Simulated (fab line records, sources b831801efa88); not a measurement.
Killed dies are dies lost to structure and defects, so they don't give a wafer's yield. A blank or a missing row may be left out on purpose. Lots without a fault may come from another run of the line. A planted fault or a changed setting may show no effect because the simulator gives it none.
fab line records | flow sky130
record lots=11 wafers=33 last_day=50
route steps=708 shown VIA3@595 CAP2M@617 PAD_OPEN@696
lots that met no fault: from a run of the same line without faults
start_h: hours from the record's first day to the start of the lot's first wafer shown | wait_h: hours since the lot's step before | " the same as in the row above | L1.1+2: a row that stands for several wafers | - no value, or no start given | * or withheld: withheld | < > ~ a bound
route shown NAME@n: a module of which the file shows steps, and the number in the route of the first | usual: mean/standard deviation of fault-free wafers | same: alike in all rows | chamber/n: place in a boat | sites: the reading at each site | _std_site: their standard deviation | _edge_site: outer sites' mean less inner sites' | radius_mm: how far each site lies from the wafer's centre | mask NAME#n: copy n | behind: the tool/chamber that last shaped the wafer | hold: why the lot was held/for how many hours/how that ended | device: the transistor (n, p or np) that didn't switch | end of line: the same wafers' tests at the end of the route | a step without rows: its recipe alone | killed: dies lost to structure and defects at the first sort, not the wafer's yield | map: a wafer's dies, x killed, . not, _ none there
set.NAME: the setting as run; set.NAME@STEP: as run at that earlier step | model.NAME: the simulator's own value behind a step, which no gauge read
steps of the route over a sample of lots; a table a step, a row a wafer
services: from which hour (start_h, from the record's first day; less than 0 if before it) a tool's chamber was out of use, for how many hours, and why
## steps
# step SKY_VIA3_RS_MEAS_22
# recipe thk_meas_gauge=four-point-probe reads=W_of_VIA3_CVD_21+TiN_of_VIA3_SPUTTER_20
# usual VIA3_W_RS=0.291/0.0041
# columns lot.wafer tool chamber start_h wait_h VIA3_W_RS[ohm/sq]
L412.1 film_metro-01 - 927.10 0.1 0.291
L412.4 " - " " 0.289
L412.5 " - " " 0.284
L416.2 film_metro-03 - 949.05 0.2 0.290
L416.3 " - " " 0.286
L416.5 " - " " 0.289
L417.2 film_metro-01 - 971.23 0.1 0.299
L417.3 " - " " 0.298
L417.5 " - " " 0.290
L420.2 film_metro-01 - 991.59 0.1 0.296
L420.3 " - " " 0.295
L420.5 " - " " 0.289
L421.2 film_metro-03 - 994.49 0.1 0.286
L421.4 " - " " 0.294
L421.5 " - " " 0.292
L422.1 film_metro-02 - 1008.95 0.1 0.294
L422.3 " - " " 0.285
L422.5 " - " " 0.288
L423.3 film_metro-01 - 1011.91 0.1 0.293
L423.5 " - " " 0.296
L423.6 " - " " 0.294
L425.4 film_metro-03 - 1020.01 0.1 0.294
L425.5 " - " " 0.286
L425.6 " - " " 0.292
L433.1 film_metro-03 - 1068.84 0.1 0.292
L433.3 " - " " 0.295
L433.5 " - " " 0.291
L434.2 film_metro-01 - 1071.96 0.1 0.287
L434.3 " - " " 0.291
L434.6 " - " " 0.292
L435.2 film_metro-01 - 1084.64 0.1 0.288
L435.3 " - " " 0.290
L435.5 " - " " 0.293
# step SKY_VIA3_THK_MEAS_23
# recipe thk_meas_gauge=xrf reads=W_of_VIA3_CVD_21
# usual VIA3_W_THK=401/6.3
# columns lot.wafer tool chamber start_h wait_h VIA3_W_THK[nm]
L412.1 film_metro-01 - 927.22 0.1 401
L412.4 " - " " 403
L412.5 " - " " 413
L416.2 film_metro-03 - 949.16 0.1 399
L416.3 " - " " 406
L416.5 " - " " 402
L417.2 film_metro-01 - 971.34 0.1 387
L417.3 " - " " 386
L417.5 " - " " 398
L420.2 film_metro-01 - 991.70 0.1 393
L420.3 " - " " 397
L420.5 " - " " 402
L421.2 film_metro-03 - 994.60 0.1 409
L421.4 " - " " 399
L421.5 " - " " 401
L422.1 film_metro-02 - 1009.07 0.1 398
L422.3 " - " " 413
L422.5 " - " " 407
L423.3 film_metro-01 - 1012.01 0.1 397
L423.5 " - " " 396
L423.6 " - " " 399
L425.4 film_metro-03 - 1020.10 0.1 394
L425.5 " - " " 407
L425.6 " - " " 398
L433.1 film_metro-03 - 1068.96 0.1 401
L433.3 " - " " 394
L433.5 " - " " 401
L434.2 film_metro-01 - 1072.07 0.1 398
L434.3 " - " " 394
L434.6 " - " " 395
L435.2 film_metro-01 - 1084.75 0.1 406
L435.3 " - " " 405
L435.5 " - " " 400
# step SKY_CAP2M_STRIP_14
# recipe chemistry=O2/N2 power_w=1400 pressure_mtorr=1500 platen_temp_c=withheld o2_flow_sccm=3000 n2_flow_sccm=300 overash_fraction=0.5
# usual drypump_motor_current_A=6.1/0.34 oes_product_au=0.711/0.0044 strip_time_to_endpoint_s=12.67/0.038
# columns lot.wafer tool chamber start_h wait_h drypump_motor_current_A oes_product_au rf_hours_counter_h strip_time_to_endpoint_s
L412.1 plasma_asher-03 0 952.33 0.1 5.9 0.711 53 12.64
L412.4 " 1 " " 6.4 0.711 - 12.68
L412.5 " 0 " " 5.9 0.708 - 12.69
L416.2 plasma_asher-02 1 973.92 0.1 6.4 0.711 24 12.70
L416.3 " 1 " " 6.4 0.708 - 12.66
L416.5 " 0 " " 6.6 0.705 - 12.67
L417.2 plasma_asher-04 0 995.42 0.1 5.6 0.710 85 12.62
L417.3 " 0 " " 5.6 0.713 - 12.67
L417.5 " 0 " " 5.6 0.718 - 12.68
L420.2 plasma_asher-02 1 1015.78 0.1 6.4 0.712 28 12.73
L420.3 " 1 " " 6.4 0.711 - 12.69
L420.5 " 0 " " 6.6 0.709 - 12.72
L421.2 plasma_asher-03 0 1018.03 0.1 6.0 0.708 59 12.65
L421.4 " 1 " " 6.4 0.702 - 12.61
L421.5 " 1 " " 6.4 0.716 - 12.68
L422.1 plasma_asher-02 1 1032.32 0.1 6.5 0.710 30 12.70
L422.3 " 1 " " 6.5 0.707 - 12.66
L422.5 " 1 " " 6.4 0.708 - 12.71
L423.3 plasma_asher-03 1 1035.20 0.1 6.4 0.715 - 12.71
L423.5 " 1 " " 6.4 0.710 - 12.69
L423.6 " 0 " " 6.0 0.713 - 12.71
L425.4 plasma_asher-03 1 1042.95 0.1 6.4 0.711 - 12.70
L425.5 " 1 " " 6.4 0.712 - 12.67
L425.6 " 0 " " 6.0 0.706 - 12.68
L433.1 plasma_asher-04 0 1090.52 0.1 5.6 0.709 95 12.68
L433.3 " 1 " " 6.0 0.703 - 12.68
L433.5 " 0 " " 5.6 0.710 - 12.66
L434.2 plasma_asher-02 1 1093.02 0.1 6.4 0.711 36 12.61
L434.3 " 1 " " 6.5 0.711 - 12.56
L434.6 " 1 " " 6.4 0.712 - 12.55
L435.2 plasma_asher-03 1 1104.97 0.1 6.4 0.717 67 12.71
L435.3 " 1 " " 6.4 0.711 - 12.65
L435.5 " 1 " " 6.4 0.718 - 12.71
# step SKY_PAD_OPEN_COAT_02
# recipe spin_rpm=2000 resist_thk_nm=3000
# usual spin_speed_rpm=1999.8/1.2
# columns lot.wafer tool chamber start_h wait_h spin_speed_rpm
L412.1 litho_track-02 0 1058.31 0.1 2001.0
L412.4 " 0 " " 1999.8
L412.5 " 0 " " 1999.9
L416.2 litho_track-04 0 1079.96 0.1 2001.6
L416.3 " 0 " " 1999.6
L416.5 " 0 " " 1999.9
L417.2 litho_track-02 0 1099.58 0.1 2000.0
L417.3 " 0 " " 1999.7
L417.5 " 0 " " 1999.2
L420.2 litho_track-04 0 1116.21 0.1 1999.7
L420.3 " 0 " " 1999.2
L420.5 " 0 " " 2001.1
L421.2 litho_track-01 0 1116.54 0.1 2000.7
L421.4 " 0 " " 2000.0
L421.5 " 0 " " 2001.7
L422.1 litho_track-02 0 1131.06 0.1 2000.6
L422.3 " 0 " " 2000.8
L422.5 " 0 " " 2000.5
L423.3 litho_track-02 0 1132.41 0.1 1998.0
L423.5 " 0 " " 1999.1
L423.6 " 0 " " 1996.5
L425.4 litho_track-01 0 1139.84 0.1 2000.6
L425.5 " 0 " " 1999.9
L425.6 " 0 " " 2000.1
L433.1 litho_track-02 0 1178.56 0.1 2094.0
L433.3 " 0 " " 2094.6
L433.5 " 0 " " 2092.6
L434.2 litho_track-02 0 1181.48 0.1 2093.5
L434.3 " 0 " " 2094.4
L434.6 " 0 " " 2093.7
L435.2 litho_track-01 0 1190.84 0.1 1998.7
L435.3 " 0 " " 1999.1
L435.5 " 0 " " 1999.0
# step SKY_PAD_OPEN_STRIP_08
# recipe chemistry=O2/N2 power_w=1400 pressure_mtorr=1500 platen_temp_c=withheld overash_fraction=0.7 o2_flow_sccm=3000 n2_flow_sccm=300
# usual drypump_motor_current_A=6.1/0.52 oes_product_au=0.663/0.0047 strip_time_to_endpoint_s=37.03/0.088
# columns lot.wafer tool chamber start_h wait_h drypump_motor_current_A oes_product_au rf_hours_counter_h strip_time_to_endpoint_s
L412.1 plasma_asher-01 1 1069.06 0.1 6.5 0.660 1 37.05
L412.4 " 1 " " 6.6 0.650 - 37.08
L412.5 " 1 " " 6.6 0.658 - 37.04
L416.2 plasma_asher-01 0 1090.21 0.1 5.4 0.660 3 36.99
L416.3 " 1 " " 6.6 0.667 - 37.02
L416.5 " 0 " " 5.4 0.662 - 37.06
L417.2 plasma_asher-02 1 1109.97 0.1 6.4 0.657 38 37.22
L417.3 " 1 " " 6.4 0.657 - 37.20
L417.5 " 0 " " 6.6 0.660 - 37.20
L420.2 plasma_asher-01 1 1126.92 0.1 6.6 0.659 6 37.12
L420.3 " 1 " " 6.6 0.668 - 37.02
L420.5 " 0 " " 5.4 0.663 - 36.97
L421.2 plasma_asher-04 1 1126.94 0.1 6.0 0.667 98 37.00
L421.4 " 0 " " 5.6 0.658 - 36.95
L421.5 " 0 " " 5.6 0.656 - 36.97
L422.1 plasma_asher-01 1 1140.51 0.1 6.6 0.668 7 37.09
L422.3 " 1 " " 6.5 0.666 - 37.05
L422.5 " 1 " " 6.6 0.656 - 37.12
L423.3 plasma_asher-01 1 1142.38 0.1 6.5 0.666 - 37.07
L423.5 " 1 " " 6.6 0.665 - 37.10
L423.6 " 0 " " 5.3 0.669 - 37.04
L425.4 plasma_asher-01 1 1150.18 0.1 6.5 0.664 - 37.00
L425.5 " 0 " " 5.4 0.667 - 36.97
L425.6 " 1 " " 6.5 0.665 - 36.95
L433.1 plasma_asher-01 0 1186.96 0.1 5.4 0.659 11 36.29
L433.3 " 0 " " 5.4 0.660 - 36.37
L433.5 " 1 " " 6.6 0.657 - 36.34
L434.2 plasma_asher-01 1 1189.67 0.1 6.6 0.656 12 36.43
L434.3 " 1 " " 6.6 0.665 - 36.42
L434.6 " 1 " " 6.6 0.660 - 36.39
L435.2 plasma_asher-02 1 1198.44 0.1 6.4 0.660 46 37.16
L435.3 " 1 " " 6.5 0.657 - 37.02
L435.5 " 1 " " 6.4 0.666 - 37.04
# step SKY_PAD_OPEN_PROBE_99
# usual defect_limited_yield=82.8/1.9 killed_at_M0_to_M3=42/6.9 killed_at_M4_up=3.2/1.7 killed_at_contacts=23/5.5 killed_at_front_end=16/4 killed_at_other=0.4/0.55 killed_dies=85/9.2 killed_open=46/6.8 killed_short=38/6.2 sort_bin_3_pad_short=0.9/0.4 sort_bin_5_function=10.2/1.5 sort_bin_6_memory=6.2/1.1 sort_n_pass=407/9.2 sort_yield_pct=82.8/1.9
# same gross_dies=492 killed_at_back_side=0 sort_bin_4_leakage[%]=0 sort_bin_8_speed[%]=0
# columns lot.wafer tool chamber start_h wait_h defect_limited_yield[%] killed_at_M0_to_M3 killed_at_M4_up killed_at_contacts killed_at_front_end killed_at_other killed_dies killed_open killed_short sort_bin_3_pad_short[%] sort_bin_5_function[%] sort_bin_6_memory[%] sort_n_pass sort_yield_pct[%]
L416.2 prober-02 - 1092.68 0.1 80.1 53 2 27 16 0 98 52 46 1.0 11.2 7.7 394 80.1
L416.3 prober-02 - 1092.73 0.2 82.9 40 2 29 13 0 84 45 39 0.8 9.3 6.9 408 82.9
L416.5 prober-02 - 1092.83 0.2 84.8 41 4 19 10 1 75 40 35 0.6 9.3 5.3 417 84.8
L420.2 prober-01 - 1129.22 0.1 83.3 50 1 20 11 0 82 48 34 0.4 9.6 6.7 410 83.3
L420.3 prober-01 - 1129.27 0.2 83.3 37 4 22 19 0 82 38 44 0.6 9.8 6.3 410 83.3
L420.5 prober-01 - 1129.37 0.2 87.0 32 1 14 16 1 64 43 21 0.4 8.3 4.3 428 87.0
L435.2 prober-01 - 1200.71 0.1 85.2 39 4 13 17 0 73 38 35 0.8 7.7 6.3 419 85.2
L435.3 prober-01 - 1200.76 0.2 82.3 48 3 20 15 1 87 47 38 0.8 9.3 7.5 405 82.3
L435.5 prober-01 - 1200.86 0.2 81.7 39 7 24 18 2 90 41 45 1.6 9.1 7.5 402 81.7
# killed by level:class
L416.2 VIA1:geometric_particle:open=15 CONTACT:geometric_particle:short=8 METAL1:geometric_particle:short=7 CONTACT:geometric_particle:open=6 VIA3:geometric_particle:open=6 LOCAL_INTERCONNECT:geometric_particle:short=5 METAL2:geometric_particle:short=5 VIA2:geometric_particle:open=5
L416.3 LI_CONTACT:geometric_particle:open=10 CONTACT:geometric_particle:open=9 VIA1:geometric_particle:open=8 VIA2:geometric_particle:open=8 FIELD_ISO:geometric_particle:short=5 METAL1:geometric_particle:short=5 POLY_GATE:geometric_particle:short=4 LOCAL_INTERCONNECT:geometric_particle:short=4
L416.5 CONTACT:geometric_particle:open=10 VIA1:geometric_particle:open=8 VIA3:geometric_particle:open=6 METAL1:geometric_particle:short=5 VIA2:geometric_particle:short=5 VIA3:geometric_particle:short=5 VIA2:geometric_particle:open=4 POLY_GATE:geometric_particle:short=3
L420.2 VIA2:geometric_particle:open=12 VIA1:geometric_particle:open=10 CONTACT:geometric_particle:open=8 METAL1:geometric_particle:short=7 VIA2:geometric_particle:short=6 CONTACT:geometric_particle:short=5 VIA3:geometric_particle:open=4 POLY_GATE:geometric_particle:open=4
L420.3 VIA2:geometric_particle:open=8 POLY_GATE:geometric_particle:short=6 CONTACT:geometric_particle:open=6 POLY_GATE:geometric_particle:open=5 CONTACT:geometric_particle:short=5 VIA1:geometric_particle:open=5 LOCAL_INTERCONNECT:geometric_particle:short=4 VIA2:geometric_particle:short=4
L420.5 VIA1:geometric_particle:open=9 VIA3:geometric_particle:open=8 LI_CONTACT:geometric_particle:open=7 CONTACT:geometric_particle:open=5 VIA2:geometric_particle:open=5 FIELD_ISO:geometric_particle:short=3 POLY_GATE:geometric_particle:short=3 POLY_GATE:geometric_particle:open=3
L435.2 VIA1:geometric_particle:open=10 LI_CONTACT:geometric_particle:open=7 VIA2:geometric_particle:open=7 POLY_GATE:geometric_particle:short=5 POLY_GATE:geometric_particle:open=5 FIELD_ISO:geometric_particle:short=4 METAL1:geometric_particle:short=4 VIA3:geometric_particle:open=4
L435.3 VIA1:geometric_particle:open=9 CONTACT:geometric_particle:open=9 VIA2:geometric_particle:open=8 VIA3:geometric_particle:open=6 LI_CONTACT:geometric_particle:open=5 METAL2:geometric_particle:short=5 METAL1:geometric_particle:short=4 VIA1:geometric_particle:short=4
L435.5 VIA1:geometric_particle:open=11 VIA1:geometric_particle:short=8 CONTACT:geometric_particle:short=7 CONTACT:geometric_particle:open=7 METAL4:geometric_particle:short=7 POLY_GATE:geometric_particle:open=6 LI_CONTACT:geometric_particle:open=6 POLY_GATE:geometric_particle:short=5
## services
# columns tool chamber start_h hours kind
plasma_asher-04 - 935.76 2.8 pm
plasma_asher-04 - 941.83 8.4 repair
plasma_asher-04 - 1017.93 1.2 repair
plasma_asher-01 - 1055.25 9.0 pm
plasma_asher-01 0 1055.25 9.0 vent_cycle
plasma_asher-01 1 1055.25 9.0 vent_cycle
plasma_asher-01 0 1064.25 - clean
plasma_asher-01 1 1064.25 - clean
litho_track-04 - 1086.22 - consumable_replace:filter
## key
first_sign step=SKY_PAD_OPEN_COAT_02 reading=spin_speed_rpm direction=up sigmas=75 usual=1999.8 struck=2093.8
effect step=SKY_PAD_OPEN_STRIP_08 reading=strip_time_to_endpoint_s direction=down sigmas=7.5 usual=* struck=*
met_at SKY_PAD_OPEN_COAT_02
struck_lots L433,L434
not_acting_at SKY_VIA3_RS_MEAS_22,SKY_VIA3_THK_MEAS_23,SKY_CAP2M_STRIP_14
onset_between 1132.41 1178.56
fault kind=process_parameter_drift tool=litho_track-02 chamber=- onset_h=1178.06 steps=SKY_PAD_OPEN_COAT_02 channel=spin_rpm offset=94.055 shape=step end_h=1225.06 acts_in=these_recipes_only stated=2000
